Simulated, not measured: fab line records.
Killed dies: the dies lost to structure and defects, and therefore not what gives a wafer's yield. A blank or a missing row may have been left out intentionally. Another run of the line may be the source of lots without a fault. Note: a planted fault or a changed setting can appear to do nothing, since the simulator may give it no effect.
The same fault as seen by 2 desks | flow sky130 | numbers are kept per desk, each desk with only its own; the story behind them comes last

== FOR THE TOOL OWNER'S DESK: implanter-01 ==
SKY_VT_ADJUST_LVTN_IMPLANT_19, tool's own readings: per-lot mean of the sampled wafers with a number, covering each lot this tool ran. If a lot's mean is further than 4 standard deviations from the usual mean, the lot is out of limits and carries the mark OUT (the distance appears in the brackets).
Columns: A = dose_ions_cm2 at SKY_VT_ADJUST_LVTN_IMPLANT_19, usual 6.502e+11; B = faraday_current_uA at SKY_VT_ADJUST_LVTN_IMPLANT_19, usual 3.67
lot  | first seen here | A                           | B
L417 | day 8 16:41     | 6.501e+11                   | 3.76
L418 | day 9 00:16     | 6.502e+11                   | 3.64
L420 | day 9 09:52     | 6.505e+11                   | 3.64
L424 | day 10 08:59    | 6.508e+11                   | 3.70
L427 | day 11 15:35    | 4.777e+11 (-99 or more) OUT | 2.71 (-13) OUT
L429 | day 11 21:51    | 4.781e+11 (-99 or more) OUT | 2.72 (-12) OUT
This desk finds L427, L429 out of limits, L427 being first, at day 11 15:35 (dose_ions_cm2 at SKY_VT_ADJUST_LVTN_IMPLANT_19). Within limits: L417, L418, L420, L424.

== METROLOGY DESK ==
What the gauges read for every lot (on any tool): the sampled wafers with a number, averaged. If a lot's mean is further than 4 standard deviations from the usual mean, the lot is out of limits and carries the mark OUT (the distance appears in the brackets).
Columns: A = FIELD_ISO_OXIDATION_01_THK at SKY_FIELD_ISO_THK_MEAS_23, usual 10.08 nm; B = PWDE_OVL at SKY_PWDE_OVL_MEAS_07, usual -0.2 nm; C = VT_ADJUST_LVTN_2_TW at SKY_VT_ADJUST_LVTN_TW_MEAS_21, usual 188.3
lot  | first seen here | A     | B    | C
L414 | day 2 06:44     | 10.07 | 2.6  | 190.7
L415 | day 2 12:37     | 9.93  | -1.7 | 188.5
L416 | day 2 18:47     | 9.88  | -0.3 | 190.1
L417 | day 2 23:49     | 10.18 | 1.5  | 186.2
L418 | day 3 07:52     | 10.14 | 0.4  | 188.4
L420 | day 3 14:46     | 10.10 | 1.2  | 189.0
L424 | day 4 10:59     | 10.07 | 2.7  | 188.8
L427 | day 5 08:36     | 10.18 | 0.3  | 173.4 (-12) OUT
L429 | day 5 12:30     | 10.15 | -1.2 | 172.9 (-13) OUT
L432 | day 6 08:07     | 10.34 | 0.9  | 187.7
L436 | day 7 01:41     | 9.82  | -0.6 | 188.4
L437 | day 7 05:38     | 9.81  | -1.5 | 187.9
This desk reports L427, L429 out of limits; the earliest was L427 at day 11 15:49 (VT_ADJUST_LVTN_2_TW at SKY_VT_ADJUST_LVTN_TW_MEAS_21). Within limits: L414, L415, L416, L417, L418, L420, L424, L432, L436, L437.

== BROUGHT TOGETHER ==
The tool owner's desk had the chance to raise an alarm at day 11 15:35 on L427, L429.
The metrology desk could have raised an alarm at day 11 15:49, on L427, L429.
Every lot named ran SKY_VT_ADJUST_LVTN_IMPLANT_19 on implanter-01.

== WHAT THE SIMULATOR HAD PUT IN ==
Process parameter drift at SKY_VT_ADJUST_LVTN_IMPLANT_19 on implanter-01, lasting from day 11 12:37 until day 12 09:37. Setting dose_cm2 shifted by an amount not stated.
Shown lots that were struck: L427, L429.
Delay (hours) between the fault's onset and each desk's first out-of-limits reading: 3 at the tool owner's desk, 3 at the metrology desk.
